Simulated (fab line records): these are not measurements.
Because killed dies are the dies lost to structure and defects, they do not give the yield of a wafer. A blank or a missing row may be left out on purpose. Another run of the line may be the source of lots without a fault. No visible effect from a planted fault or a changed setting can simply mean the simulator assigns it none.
Which of the tools did it? || flow gf180mcu || 39 wafers from 13 lots sampled at 4 of the route's 602 steps

WHAT THE GAUGES READ, wafer by wafer
GF_M1_CD_MEAS_14 targets a cd of 230 nm. Usual: cd_nm at 230.4 nm, with a standard deviation of 1.4.
{"lot": "L762", "measured": "day 17 22:06", "on": "cd_sem-02", "cd_nm (nm)": "228.5 228.5 228.7", "flag": ""}
{"lot": "L763", "measured": "day 18 00:44", "on": "cd_sem-02", "cd_nm (nm)": "229.5 229.3 229.7", "flag": ""}
{"lot": "L764", "measured": "day 18 21:08", "on": "cd_sem-02", "cd_nm (nm)": "230.7 230.1 230.8", "flag": ""}
{"lot": "L767", "measured": "day 19 20:28", "on": "cd_sem-01", "cd_nm (nm)": "229.6 231.0 230.5", "flag": ""}
{"lot": "L769", "measured": "day 20 18:09", "on": "cd_sem-02", "cd_nm (nm)": "226.6 229.0 229.1", "flag": ""}
{"lot": "L770", "measured": "day 20 23:14", "on": "cd_sem-01", "cd_nm (nm)": "228.1 228.3 229.1", "flag": ""}
{"lot": "L780", "measured": "day 24 05:23", "on": "cd_sem-01", "cd_nm (nm)": "227.1 229.2 227.4", "flag": ""}
{"lot": "L781", "measured": "day 24 13:15", "on": "cd_sem-02", "cd_nm (nm)": "228.5 229.7 228.5", "flag": ""}
{"lot": "L782", "measured": "day 24 20:31", "on": "cd_sem-01", "cd_nm (nm)": "229.6 231.2 230.0", "flag": ""}
{"lot": "L783", "measured": "day 25 04:15", "on": "cd_sem-01", "cd_nm (nm)": "231.4 231.5 229.5", "flag": ""}

EACH LOT AND THE TOOL THAT RAN IT (in order: tool; ch and the chambers of the sampled wafers; start)
{"lot": "L762", "GF_DUAL_GATE_STRIP_13": "plasma_asher-03 ch 0,1, day 8 23:53", "GF_HV_LDD_ETCHBACK_58": "rie_diel-03 ch 0,2,3, day 13 05:56", "GF_CONTACT_ETCH_16": "rie_diel-04 ch 0,2,3, day 16 21:40"}
{"lot": "L763", "GF_DUAL_GATE_STRIP_13": "plasma_asher-01 ch 0,1, day 9 00:57", "GF_HV_LDD_ETCHBACK_58": "rie_diel-03 ch 1,2,3, day 13 08:59", "GF_CONTACT_ETCH_16": "rie_diel-04 ch 0,2, day 17 00:32"}
{"lot": "L764", "GF_DUAL_GATE_STRIP_13": "plasma_asher-01 ch 0,1, day 9 14:24", "GF_HV_LDD_ETCHBACK_58": "rie_diel-02 ch 0,3, day 14 00:49", "GF_CONTACT_ETCH_16": "rie_diel-03 ch 2,3, day 17 19:26"}
{"lot": "L767", "GF_DUAL_GATE_STRIP_13": "plasma_asher-01 ch 0,1, day 10 08:06", "GF_HV_LDD_ETCHBACK_58": "rie_diel-01 ch 0,3, day 14 22:28", "GF_CONTACT_ETCH_16": "rie_diel-03 ch 0,2, day 18 18:19"}
{"lot": "L769", "GF_DUAL_GATE_STRIP_13": "plasma_asher-01 ch 0,1, day 11 01:11", "GF_HV_LDD_ETCHBACK_58": "rie_diel-02 ch 0,1,2, day 15 15:55", "GF_CONTACT_ETCH_16": "rie_diel-03 ch 0,2,3, day 19 15:25"}
{"lot": "L770", "GF_DUAL_GATE_STRIP_13": "plasma_asher-03 ch 0,1, day 11 05:29", "GF_HV_LDD_ETCHBACK_58": "rie_diel-03 ch 0,1,2, day 15 21:23", "GF_CONTACT_ETCH_16": "rie_diel-04 ch 0,1,2, day 19 21:16"}
{"lot": "L772", "GF_DUAL_GATE_STRIP_13": "plasma_asher-04 ch 0,1, day 11 17:59", "GF_HV_LDD_ETCHBACK_58": "rie_diel-02 ch 0,1, day 16 14:41", "GF_CONTACT_ETCH_16": "-"}
{"lot": "L773", "GF_DUAL_GATE_STRIP_13": "plasma_asher-04 ch 0,1, day 12 00:58", "GF_HV_LDD_ETCHBACK_58": "rie_diel-01 ch 2,3, day 16 21:59", "GF_CONTACT_ETCH_16": "-"}
{"lot": "L774", "GF_DUAL_GATE_STRIP_13": "plasma_asher-01 ch 0,1, day 12 09:06", "GF_HV_LDD_ETCHBACK_58": "rie_diel-03 ch 0,1,3, day 17 04:32", "GF_CONTACT_ETCH_16": "-"}
{"lot": "L780", "GF_DUAL_GATE_STRIP_13": "plasma_asher-03 ch 0,1, day 14 02:46", "GF_HV_LDD_ETCHBACK_58": "rie_diel-03 ch 2,3, day 19 03:11", "GF_CONTACT_ETCH_16": "rie_diel-02 ch 0,2,3, day 23 05:34"}
{"lot": "L781", "GF_DUAL_GATE_STRIP_13": "plasma_asher-03 ch 0,1, day 14 09:32", "GF_HV_LDD_ETCHBACK_58": "rie_diel-01 ch 1,2, day 19 12:44", "GF_CONTACT_ETCH_16": "rie_diel-02 ch 0,1,2, day 23 13:23"}
{"lot": "L782", "GF_DUAL_GATE_STRIP_13": "plasma_asher-04 ch 0,1, day 14 16:52", "GF_HV_LDD_ETCHBACK_58": "rie_diel-01 ch 1,2,3, day 19 20:37", "GF_CONTACT_ETCH_16": "rie_diel-04 ch 1,3, day 23 21:17"}
{"lot": "L783", "GF_DUAL_GATE_STRIP_13": "plasma_asher-03 ch 0,1, day 15 00:05", "GF_HV_LDD_ETCHBACK_58": "rie_diel-01 ch 0,1,3, day 20 04:56", "GF_CONTACT_ETCH_16": "rie_diel-03 ch 1,3, day 24 04:58"}
- GF_DUAL_GATE_STRIP_13: strips in O2/N2.
- GF_HV_LDD_ETCHBACK_58: etches Si3N4 in CH3F/O2, stops on SiO2, time 100 s, target depth 90 nm.
- GF_CONTACT_ETCH_16: etches BARC in N2/H2.

WHAT THE TOOLS THEMSELVES READ (means of the sampled wafers that have a number; where no wafer has one, the mark that the record gives instead)
GF_DUAL_GATE_STRIP_13. Usual: drypump_motor_current_A 5.5 A, standard deviation 0.39; heater_power_w 326 W, standard deviation 27; n2_flow_sccm 299.9 sccm, standard deviation 0.87; oes_product_au 0.716 a.u., standard deviation 0.0041; strip_time_to_endpoint_s 12.64 s, standard deviation 0.037.
{"lot": "L762", "tool": "plasma_asher-03", "drypump_motor_current_A (A)": 5.9, "heater_power_w (W)": 345, "n2_flow_sccm (sccm)": 299.7, "oes_product_au (a.u.)": 0.713, "strip_time_to_endpoint_s (s)": 12.67, "flag": ""}
{"lot": "L763", "tool": "plasma_asher-01", "drypump_motor_current_A (A)": 5.2, "heater_power_w (W)": 297, "n2_flow_sccm (sccm)": 301.1, "oes_product_au (a.u.)": 0.716, "strip_time_to_endpoint_s (s)": 12.63, "flag": ""}
{"lot": "L764", "tool": "plasma_asher-01", "drypump_motor_current_A (A)": 5.1, "heater_power_w (W)": 312, "n2_flow_sccm (sccm)": 300.4, "oes_product_au (a.u.)": 0.718, "strip_time_to_endpoint_s (s)": 12.61, "flag": ""}
{"lot": "L767", "tool": "plasma_asher-01", "drypump_motor_current_A (A)": 5.1, "heater_power_w (W)": 297, "n2_flow_sccm (sccm)": 299.5, "oes_product_au (a.u.)": 0.719, "strip_time_to_endpoint_s (s)": 12.70, "flag": ""}
{"lot": "L769", "tool": "plasma_asher-01", "drypump_motor_current_A (A)": 5.1, "heater_power_w (W)": 295, "n2_flow_sccm (sccm)": 298.8, "oes_product_au (a.u.)": 0.718, "strip_time_to_endpoint_s (s)": 12.65, "flag": ""}
{"lot": "L770", "tool": "plasma_asher-03", "drypump_motor_current_A (A)": 5.9, "heater_power_w (W)": 345, "n2_flow_sccm (sccm)": 299.2, "oes_product_au (a.u.)": 0.720, "strip_time_to_endpoint_s (s)": 12.64, "flag": ""}
{"lot": "L772", "tool": "plasma_asher-04", "drypump_motor_current_A (A)": 5.8, "heater_power_w (W)": 327, "n2_flow_sccm (sccm)": 300.8, "oes_product_au (a.u.)": 0.715, "strip_time_to_endpoint_s (s)": 12.60, "flag": ""}
{"lot": "L773", "tool": "plasma_asher-04", "drypump_motor_current_A (A)": 5.9, "heater_power_w (W)": 330, "n2_flow_sccm (sccm)": 300.1, "oes_product_au (a.u.)": 0.710, "strip_time_to_endpoint_s (s)": 12.66, "flag": ""}
{"lot": "L774", "tool": "plasma_asher-01", "drypump_motor_current_A (A)": 5.1, "heater_power_w (W)": 293, "n2_flow_sccm (sccm)": 300.2, "oes_product_au (a.u.)": 0.713, "strip_time_to_endpoint_s (s)": 12.63, "flag": ""}
{"lot": "L780", "tool": "plasma_asher-03", "drypump_motor_current_A (A)": 5.9, "heater_power_w (W)": 347, "n2_flow_sccm (sccm)": 299.6, "oes_product_au (a.u.)": 0.717, "strip_time_to_endpoint_s (s)": 12.66, "flag": ""}
{"lot": "L781", "tool": "plasma_asher-03", "drypump_motor_current_A (A)": 5.9, "heater_power_w (W)": 351, "n2_flow_sccm (sccm)": 299.6, "oes_product_au (a.u.)": 0.714, "strip_time_to_endpoint_s (s)": 12.61, "flag": ""}
{"lot": "L782", "tool": "plasma_asher-04", "drypump_motor_current_A (A)": 5.7, "heater_power_w (W)": 331, "n2_flow_sccm (sccm)": 300.5, "oes_product_au (a.u.)": 0.712, "strip_time_to_endpoint_s (s)": 12.63, "flag": ""}
{"lot": "L783", "tool": "plasma_asher-03", "drypump_motor_current_A (A)": 5.9, "heater_power_w (W)": 347, "n2_flow_sccm (sccm)": 299.2, "oes_product_au (a.u.)": 0.715, "strip_time_to_endpoint_s (s)": 12.64, "flag": ""}

GF_HV_LDD_ETCHBACK_58. Usual: O2_flow_sccm 30.00 sccm, standard deviation 0.096; bias_w 80.00 W, standard deviation 0.23; drypump_motor_current_A 5.9 A, standard deviation 0.36; oes_product_au 0.844 a.u., standard deviation 0.0066; throttle_valve_pct 10.561 %, standard deviation 0.0083.
{"lot": "L762", "tool": "rie_diel-03", "O2_flow_sccm (sccm)": 30.09, "bias_w (W)": 79.87, "drypump_motor_current_A (A)": 5.9, "oes_product_au (a.u.)": 0.850, "throttle_valve_pct (%)": 10.566, "flag": ""}
{"lot": "L763", "tool": "rie_diel-03", "O2_flow_sccm (sccm)": 30.04, "bias_w (W)": 80.11, "drypump_motor_current_A (A)": 5.8, "oes_product_au (a.u.)": 0.850, "throttle_valve_pct (%)": 10.567, "flag": ""}
{"lot": "L764", "tool": "rie_diel-02", "O2_flow_sccm (sccm)": 30.04, "bias_w (W)": 80.27, "drypump_motor_current_A (A)": 5.9, "oes_product_au (a.u.)": 0.846, "throttle_valve_pct (%)": 10.564, "flag": ""}
{"lot": "L767", "tool": "rie_diel-01", "O2_flow_sccm (sccm)": 29.97, "bias_w (W)": 80.14, "drypump_motor_current_A (A)": 6.0, "oes_product_au (a.u.)": 0.849, "throttle_valve_pct (%)": 10.558, "flag": ""}
{"lot": "L769", "tool": "rie_diel-02", "O2_flow_sccm (sccm)": 30.00, "bias_w (W)": 80.23, "drypump_motor_current_A (A)": 6.1, "oes_product_au (a.u.)": 0.842, "throttle_valve_pct (%)": 10.562, "flag": ""}
{"lot": "L770", "tool": "rie_diel-03", "O2_flow_sccm (sccm)": 30.00, "bias_w (W)": 79.93, "drypump_motor_current_A (A)": 5.9, "oes_product_au (a.u.)": 0.852, "throttle_valve_pct (%)": 10.564, "flag": ""}
{"lot": "L772", "tool": "rie_diel-02", "O2_flow_sccm (sccm)": "-", "bias_w (W)": "-", "drypump_motor_current_A (A)": "-", "oes_product_au (a.u.)": "-", "throttle_valve_pct (%)": "-", "flag": "OFF"}
{"lot": "L773", "tool": "rie_diel-01", "O2_flow_sccm (sccm)": "-", "bias_w (W)": "-", "drypump_motor_current_A (A)": "-", "oes_product_au (a.u.)": "-", "throttle_valve_pct (%)": "-", "flag": "OFF"}
{"lot": "L774", "tool": "rie_diel-03", "O2_flow_sccm (sccm)": "-", "bias_w (W)": "-", "drypump_motor_current_A (A)": "-", "oes_product_au (a.u.)": "-", "throttle_valve_pct (%)": "-", "flag": "OFF"}
{"lot": "L780", "tool": "rie_diel-03", "O2_flow_sccm (sccm)": 30.10, "bias_w (W)": 79.90, "drypump_motor_current_A (A)": 6.1, "oes_product_au (a.u.)": 0.849, "throttle_valve_pct (%)": 10.565, "flag": ""}
{"lot": "L781", "tool": "rie_diel-01", "O2_flow_sccm (sccm)": 29.99, "bias_w (W)": 80.00, "drypump_motor_current_A (A)": 5.5, "oes_product_au (a.u.)": 0.838, "throttle_valve_pct (%)": 10.566, "flag": ""}
{"lot": "L782", "tool": "rie_diel-01", "O2_flow_sccm (sccm)": 29.95, "bias_w (W)": 80.12, "drypump_motor_current_A (A)": 5.7, "oes_product_au (a.u.)": 0.836, "throttle_valve_pct (%)": 10.556, "flag": ""}
{"lot": "L783", "tool": "rie_diel-01", "O2_flow_sccm (sccm)": 29.97, "bias_w (W)": 80.23, "drypump_motor_current_A (A)": 5.8, "oes_product_au (a.u.)": 0.835, "throttle_valve_pct (%)": 10.556, "flag": ""}

GF_CONTACT_ETCH_16. Usual: drypump_motor_current_A 5.8 A, standard deviation 0.48; n2_flow_sccm 99.99 sccm, standard deviation 0.28; oes_product_au 0.855 a.u., standard deviation 0.0048; throttle_valve_pct 13.225 %, standard deviation 0.009.
{"lot": "L762", "tool": "rie_diel-04", "drypump_motor_current_A (A)": 5.6, "n2_flow_sccm (sccm)": 99.94, "oes_product_au (a.u.)": 0.859, "throttle_valve_pct (%)": 13.234, "flag": ""}
{"lot": "L763", "tool": "rie_diel-04", "drypump_motor_current_A (A)": 5.1, "n2_flow_sccm (sccm)": 99.66, "oes_product_au (a.u.)": 0.858, "throttle_valve_pct (%)": 13.225, "flag": ""}
{"lot": "L764", "tool": "rie_diel-03", "drypump_motor_current_A (A)": 6.2, "n2_flow_sccm (sccm)": 99.81, "oes_product_au (a.u.)": 0.857, "throttle_valve_pct (%)": 13.224, "flag": ""}
{"lot": "L767", "tool": "rie_diel-03", "drypump_motor_current_A (A)": 5.9, "n2_flow_sccm (sccm)": 100.09, "oes_product_au (a.u.)": 0.853, "throttle_valve_pct (%)": 13.228, "flag": ""}
{"lot": "L769", "tool": "rie_diel-03", "drypump_motor_current_A (A)": 5.9, "n2_flow_sccm (sccm)": 100.06, "oes_product_au (a.u.)": 0.850, "throttle_valve_pct (%)": 13.229, "flag": ""}
{"lot": "L770", "tool": "rie_diel-04", "drypump_motor_current_A (A)": 5.6, "n2_flow_sccm (sccm)": 99.85, "oes_product_au (a.u.)": 0.857, "throttle_valve_pct (%)": 13.221, "flag": ""}
{"lot": "L780", "tool": "rie_diel-02", "drypump_motor_current_A (A)": 5.8, "n2_flow_sccm (sccm)": 100.12, "oes_product_au (a.u.)": 0.859, "throttle_valve_pct (%)": 13.228, "flag": ""}
{"lot": "L781", "tool": "rie_diel-02", "drypump_motor_current_A (A)": 6.1, "n2_flow_sccm (sccm)": 100.17, "oes_product_au (a.u.)": 0.858, "throttle_valve_pct (%)": 13.224, "flag": ""}
{"lot": "L782", "tool": "rie_diel-04", "drypump_motor_current_A (A)": 6.0, "n2_flow_sccm (sccm)": 99.93, "oes_product_au (a.u.)": 0.860, "throttle_valve_pct (%)": 13.218, "flag": ""}
{"lot": "L783", "tool": "rie_diel-03", "drypump_motor_current_A (A)": 5.7, "n2_flow_sccm (sccm)": 100.27, "oes_product_au (a.u.)": 0.855, "throttle_valve_pct (%)": 13.224, "flag": ""}

THE ANSWER, worked out from the rows above alone
Rule: a lot is off if the mean of its wafers that have a number lies more than 3 standard deviations from the usual mean. Also off: a lot with no number at a reading for which 4 or more lots have one. The other lots that the step has rows for count as sound. The gauges are gone through in route order, then the tools' own readings, and for those a lot's mean is taken as printed above. The first step at which some lot is off is used, and at that step the reading that is off furthest; a lot without a number counts as furthest.
Off: L772, L773, L774, at GF_HV_LDD_ETCHBACK_58 (O2_flow_sccm). Without a number there: L772, L773, L774.
If a tool, at that step or one of the process steps before it, ran each lot that is off and ran no sound lot following the first of them, it fits. Of those tried, none fits.

WHAT THE SIMULATOR HAD INSERTED
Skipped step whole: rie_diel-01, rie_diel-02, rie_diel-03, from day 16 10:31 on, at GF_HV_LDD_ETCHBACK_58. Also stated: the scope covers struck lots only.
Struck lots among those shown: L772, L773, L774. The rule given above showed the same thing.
